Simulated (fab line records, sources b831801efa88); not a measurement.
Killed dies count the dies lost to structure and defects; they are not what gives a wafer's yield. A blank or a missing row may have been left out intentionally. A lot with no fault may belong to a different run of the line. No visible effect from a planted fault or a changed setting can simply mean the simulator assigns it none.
Which tool did it? || flow gf180mcu || 14 lots, 42 wafers sampled, at 2 steps of a route of 602

## WHAT THE GAUGES SHOWED, per wafer
GF_NWELL_TW_MEAS_11. Usual: NWELL_TW typically reads 1575, with standard deviation 13.
{"lot": "L371", "measured": "day 3 12:59", "on": "filmMetro-03", "NWELL_TW": "1563 1564 1559", "flag": ""}
{"lot": "L372", "measured": "day 3 17:07", "on": "filmMetro-02", "NWELL_TW": "1558 1559 1558", "flag": ""}
{"lot": "L375", "measured": "day 4 12:04", "on": "filmMetro-04", "NWELL_TW": "1582 1587 1571", "flag": ""}
{"lot": "L376", "measured": "day 4 15:17", "on": "filmMetro-02", "NWELL_TW": "1555 1551 1552", "flag": ""}
{"lot": "L377", "measured": "day 4 19:14", "on": "filmMetro-03", "NWELL_TW": "1569 1567 1563", "flag": ""}
{"lot": "L378", "measured": "day 5 02:37", "on": "filmMetro-02", "NWELL_TW": "1572 1564 1556", "flag": ""}
{"lot": "L380", "measured": "day 5 13:57", "on": "filmMetro-02", "NWELL_TW": "1565 1559 1560", "flag": ""}
{"lot": "L382", "measured": "day 5 23:15", "on": "filmMetro-03", "NWELL_TW": "1576 1581 1577", "flag": ""}
{"lot": "L384", "measured": "day 6 10:04", "on": "filmMetro-04", "NWELL_TW": "1595 1588 1591", "flag": ""}
{"lot": "L386", "measured": "day 6 18:41", "on": "filmMetro-04", "NWELL_TW": "1593 1585 1584", "flag": ""}
{"lot": "L389", "measured": "day 7 11:42", "on": "filmMetro-04", "NWELL_TW": "1584 1584 1589", "flag": ""}
{"lot": "L390", "measured": "day 7 15:19", "on": "filmMetro-03", "NWELL_TW": "1573 1573 1566", "flag": ""}
{"lot": "L392", "measured": "day 8 03:30", "on": "filmMetro-03", "NWELL_TW": "1565 1570 1572", "flag": ""}
{"lot": "L394", "measured": "day 8 11:31", "on": "filmMetro-04", "NWELL_TW": "1600 1592 1586", "flag": ""}

GF_VT_IMPLANT_RS_MEAS_46: measures by four-point-probe. Usual: MVSD_RS typically reads 456.6 ohm/sq, with standard deviation 1.1.
{"lot": "L371", "measured": "day 7 22:11", "on": "filmMetro-03", "MVSD_RS (ohm/sq)": "457.0 457.5 457.7", "flag": ""}
{"lot": "L372", "measured": "day 8 01:04", "on": "filmMetro-04", "MVSD_RS (ohm/sq)": "457.6 458.1 457.0", "flag": ""}
{"lot": "L375", "measured": "day 9 00:31", "on": "filmMetro-02", "MVSD_RS (ohm/sq)": "457.1 456.6 456.9", "flag": ""}
{"lot": "L376", "measured": "day 9 03:52", "on": "filmMetro-02", "MVSD_RS (ohm/sq)": "455.6 456.7 455.3", "flag": ""}
{"lot": "L377", "measured": "day 9 09:15", "on": "filmMetro-02", "MVSD_RS (ohm/sq)": "454.7 455.1 454.8", "flag": ""}
{"lot": "L378", "measured": "day 9 19:16", "on": "filmMetro-03", "MVSD_RS (ohm/sq)": "457.7 458.5 458.5", "flag": ""}
{"lot": "L380", "measured": "day 10 08:31", "on": "filmMetro-02", "MVSD_RS (ohm/sq)": "456.7 456.8 455.9", "flag": ""}
{"lot": "L382", "measured": "day 10 18:28", "on": "filmMetro-02", "MVSD_RS (ohm/sq)": "455.7 456.1 457.2", "flag": ""}
{"lot": "L384", "measured": "day 11 08:23", "on": "filmMetro-03", "MVSD_RS (ohm/sq)": "456.7 455.9 455.9", "flag": ""}
{"lot": "L386", "measured": "day 11 18:18", "on": "filmMetro-04", "MVSD_RS (ohm/sq)": "455.2 455.2 455.3", "flag": ""}
{"lot": "L389", "measured": "day 12 14:40", "on": "filmMetro-02", "MVSD_RS (ohm/sq)": "456.3 456.8 456.3", "flag": ""}
{"lot": "L390", "measured": "day 12 18:22", "on": "filmMetro-03", "MVSD_RS (ohm/sq)": "457.2 456.9 457.0", "flag": ""}
{"lot": "L392", "measured": "day 13 11:09", "on": "filmMetro-03", "MVSD_RS (ohm/sq)": "456.6 455.0 456.5", "flag": ""}
{"lot": "L394", "measured": "day 13 20:53", "on": "filmMetro-02", "MVSD_RS (ohm/sq)": "455.6 455.9 456.2", "flag": ""}

## WHICH TOOL RAN EACH LOT (tool, then ch and the chambers of the sampled wafers, then the start)
Record: no process step prior to these readings.

## WHAT THE TOOLS THEMSELVES READ (means of the sampled wafers that have a number; where no wafer has one, the mark that the record gives instead)
The record holds no such reading with a usual standard deviation.

## THE ANSWER, worked out from the rows above alone
Rule: take the mean of a lot's wafers that have a number; if it is more than 3 standard deviations from the usual mean, the lot is off. A lot without any number at a reading at which 4 lots or more have one is off too. The other lots that the step has rows for count as sound. Order of review: gauges by route order, followed by the tools' own readings, for which a lot's mean as printed above is used. The first step at which some lot is off is used, and at that step the reading that is off furthest; a lot without a number counts as furthest.
None of the lots is off at any reading shown; this tells nothing.

## WHAT THE SIMULATOR HAD INSERTED
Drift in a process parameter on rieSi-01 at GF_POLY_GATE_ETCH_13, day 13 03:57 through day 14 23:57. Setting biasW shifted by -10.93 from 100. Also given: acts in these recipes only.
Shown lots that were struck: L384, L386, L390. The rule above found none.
